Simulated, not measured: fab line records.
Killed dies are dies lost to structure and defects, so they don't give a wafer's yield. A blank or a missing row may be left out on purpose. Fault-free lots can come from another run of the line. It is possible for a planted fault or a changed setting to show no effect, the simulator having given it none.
A lot that was struck, set against a sound lot | flow sky130 | 18 out of 708 route steps
Sound: these wafers, L383.1, L383.2, L383.6. Struck: wafer L386.3; the same lot's L386.1 was not struck, so it is left out; see the end for the cause.
Each step with rows lists, per side, the tool, then ch with its chambers, then its first start. Under that, the readings that differ: sound wafers | struck wafers | difference of the means | sigmas: that difference in standard deviations of wafers without a fault.
alike: words and numbers the same on both sides, and readings whose means are apart by under 2 such deviations; not compared: readings that were withheld, readings missing a value for some wafer, numbers with overlapping values and no deviation given by the record, and bounds like >300 which may hide the same value.
The two part at a step that has a row with sigmas, a row that says differs or no value, or rows on one side only. Non-overlapping numbers with no deviation appear without sigmas and do not part them. A reading missing from all wafers of one side parts the sides only when that side holds two or more wafers.

first, 4 steps without rows for these wafers: SKY_VT_ADJUST_LVTN_SOFTBAKE_14 (time 60 s); SKY_VT_ADJUST_LVTN_EXPOSE_15 (exposes mask HVN STD DERIVED, target cd 600 nm); SKY_VT_ADJUST_LVTN_PEB_16; SKY_VT_ADJUST_LVTN_DEVELOP_17 (develop time 60 s).
SKY_VT_ADJUST_LVTN_OVL_MEAS_18:
  sound: overlay-01 at day 7 22:23; struck: overlay-02 at day 8 18:20
  alike: VT_ADJUST_LVTN_01_OVL
next, for these wafers, 1 step has no rows: SKY_VT_ADJUST_LVTN_IMPLANT_19.
SKY_VT_ADJUST_LVTN_STRIP_20: strips in O2/N2.
  sound on plasmaAsher-04 ch 0,1, day 7 22:34; struck on plasmaAsher-01 ch 0, day 8 18:32
  alike: drypumpMotorCurrentA, oesProductAu, stripTimeToEndpointS
  not compared: rfHoursCounterH
SKY_VT_ADJUST_LVTN_TW_MEAS_21:
  sound: filmMetro-04 at day 7 22:40; struck: filmMetro-01 at day 8 18:38
reading             | sound             | struck | difference | sigmas
VT_ADJUST_LVTN_2_TW | 187.0 186.6 185.7 | 189.2  | +2.8       | +3
then, 4 steps without rows for these wafers: SKY_VT_ADJUST_NCORE_DEHYDRATE_00 (time 60 s); SKY_VT_ADJUST_NCORE_HMDS_01 (prime time 60 s); SKY_VT_ADJUST_NCORE_COAT_02 (resist thk 1140 nm); SKY_VT_ADJUST_NCORE_SOFTBAKE_03 (time 60 s).
SKY_VT_ADJUST_NCORE_EXPOSE_04: exposes mask LVTN COMPLEMENT THIN, target cd 380 nm.
  sound on ilineStepper-01 ch 0, day 8 08:23; struck on ilineStepper-01 ch 0, day 9 05:52
  alike: mask, exposureDoseMJCm2
then, 2 steps without rows for these wafers: SKY_VT_ADJUST_NCORE_PEB_05; SKY_VT_ADJUST_NCORE_DEVELOP_06 (develop time 60 s).
SKY_VT_ADJUST_NCORE_CD_MEAS_07: the cd target is 380 nm.
  sound: cdSem-01 at day 8 18:14; struck: cdSem-01 at day 9 15:50
reading   | sound             | struck | difference | sigmas
cdNm (nm) | 382.3 383.4 382.5 | 351.5  | -31.2      | -12
SKY_VT_ADJUST_NCORE_OVL_MEAS_08:
  sound: overlay-01 at day 8 18:22; struck: overlay-01 at day 9 15:57
  alike: VT_ADJUST_NCORE_OVL
next, for these wafers, 1 step has no rows: SKY_PAD_OPEN_PROBE_99.

WHERE THEY PART
First at SKY_VT_ADJUST_LVTN_TW_MEAS_21; last, within this record, at SKY_VT_ADJUST_NCORE_CD_MEAS_07. Later steps at which nothing parts them and some readings are alike: SKY_VT_ADJUST_NCORE_OVL_MEAS_08.

WHY: what had been put in by the simulator
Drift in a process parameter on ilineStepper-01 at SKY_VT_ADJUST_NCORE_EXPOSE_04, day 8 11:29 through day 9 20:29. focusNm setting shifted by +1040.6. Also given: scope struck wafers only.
